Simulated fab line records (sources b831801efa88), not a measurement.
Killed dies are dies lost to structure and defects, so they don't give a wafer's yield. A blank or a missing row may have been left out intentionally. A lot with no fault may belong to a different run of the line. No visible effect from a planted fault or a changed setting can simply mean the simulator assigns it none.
Split-lot trial    flow sky130    23 wafers read from 5 lots, route of 708 steps

## THE SPLIT
At SKY_CONTACT_COAT_08 (resist thk 60 nm), the setting resistThkNm was moved away from the recipe's 60 nm on 8 of the 23 wafers read, by -5.5% to -5.1%. This setting was run at the recipe's value on the other wafers.

## FROM THE SPLIT TO THE READING: what the file shows between them, 2 steps
- SKY_CONTACT_COAT_09: resist thk 450 nm
- SKY_CONTACT_SOFTBAKE_10: time 90 s

## THE READING
oesProductAu, in a.u., at SKY_CONTACT_ETCH_16 (etches BARC in N2/H2, stops on SiO2, time 45.9 s, target depth 60 nm). Fault-free wafers of this fab line usually give 0.853 a.u., standard deviation 0.0039 a.u.

wafer   tool, chamber at the split  resistThkNm as run, nm  against the recipe  oesProductAu, a.u.  against lot-mates on the recipe
L074.1  lithoTrack-03, 0            60                      recipe              0.851               -
L074.2  lithoTrack-03, 0            60                      recipe              0.857               -
L074.4  lithoTrack-03, 0            56.95                   -5.1%               0.825               -0.030
L074.5  lithoTrack-03, 0            60                      recipe              0.857               -
L074.6  lithoTrack-03, 0            56.95                   -5.1%               0.827               -0.028
L077.1  lithoTrack-03, 0            60                      recipe              0.849               -
L077.2  lithoTrack-03, 0            60                      recipe              0.852               -
L077.3  lithoTrack-03, 0            56.7                    -5.5%               0.822               -0.029
L077.4  lithoTrack-03, 0            56.7                    -5.5%               0.830               -0.021
L077.6  lithoTrack-03, 0            56.7                    -5.5%               0.830               -0.021
L083.4  lithoTrack-01, 0            60                      recipe              0.857               -
L083.5  lithoTrack-01, 0            60                      recipe              0.850               -
L083.6  lithoTrack-01, 0            60                      recipe              0.852               -
L081.1  lithoTrack-03, 0            60                      recipe              0.853               -
L081.2  lithoTrack-03, 0            60                      recipe              0.857               -
L081.4  lithoTrack-03, 0            60                      recipe              0.855               -
L081.5  lithoTrack-03, 0            60                      recipe              0.853               -
L081.6  lithoTrack-03, 0            60                      recipe              0.852               -
L085.1  lithoTrack-01, 0            60                      recipe              0.846               -
L085.2  lithoTrack-01, 0            56.89                   -5.2%               0.824               -0.025
L085.3  lithoTrack-01, 0            56.89                   -5.2%               0.824               -0.025
L085.4  lithoTrack-01, 0            56.89                   -5.2%               0.827               -0.022
L085.6  lithoTrack-01, 0            60                      recipe              0.851               -

FIT RESULTS
A straight line over all 23 wafers: oesProductAu changes by +0.00504 a.u. for each +1% of resistThkNm; r = +0.97; the points scatter about the line by 0.0033 a.u.
The same after taking each lot's own level away (the mean of its wafers on the recipe; 23 wafers): +0.00467 a.u. for each +1%; r = +0.97; scatter 0.0032 a.u.
That fit puts the effect of the largest move of resistThkNm on the reading at 0.026 a.u.
Across the lots, their own levels run from 0.8485 to 0.8550 a.u., a range of 1.7 times the standard deviation given above.
The two slopes agree, so the slope changes little with the lot-to-lot level.
Check: -0.0253 a.u. against its lot-mates is what the line predicts for one of the wafers moved furthest among these (-5.5%) when that wafer is left out of the fit. Against them it came out at -0.0285 a.u.

## THESE WAFERS: OTHER SPLITS
These wafers also went through other splits before the reading. Each is held against what the fit with the lots' levels taken away leaves over:
other split on the same wafers  wafers away from the commonest value  r with oesProductAu (lot level and that fit taken away)
SKY_LI_CONTACT_CVD_21 tempC     6                                     +0.09
SKY_CONTACT_HDPCVD_02 timeS     4                                     -0.12

## THE WHOLE CHAIN: every reading that the file lists as answering this split, in the file's order
step                 what it does                                                          reading                                                        change (the file's fit)                    r (the file's)
SKY_CONTACT_ETCH_16  etches BARC in N2/H2, stops on SiO2, time 45.9 s, target depth 60 nm  oesProductAu                                                   +0.00481 a.u. for each +1% of the setting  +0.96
SKY_CONTACT_ETCH_16  etches BARC in N2/H2, stops on SiO2, time 45.9 s, target depth 60 nm  etch.depthNm (the simulator's own value, which no gauge read)  +0.628 nm for each +1% of the setting      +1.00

## THE FILE'S OWN FIT
oesProductAu changes by +0.00481 a.u. for each +1% of resistThkNm, r = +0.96.
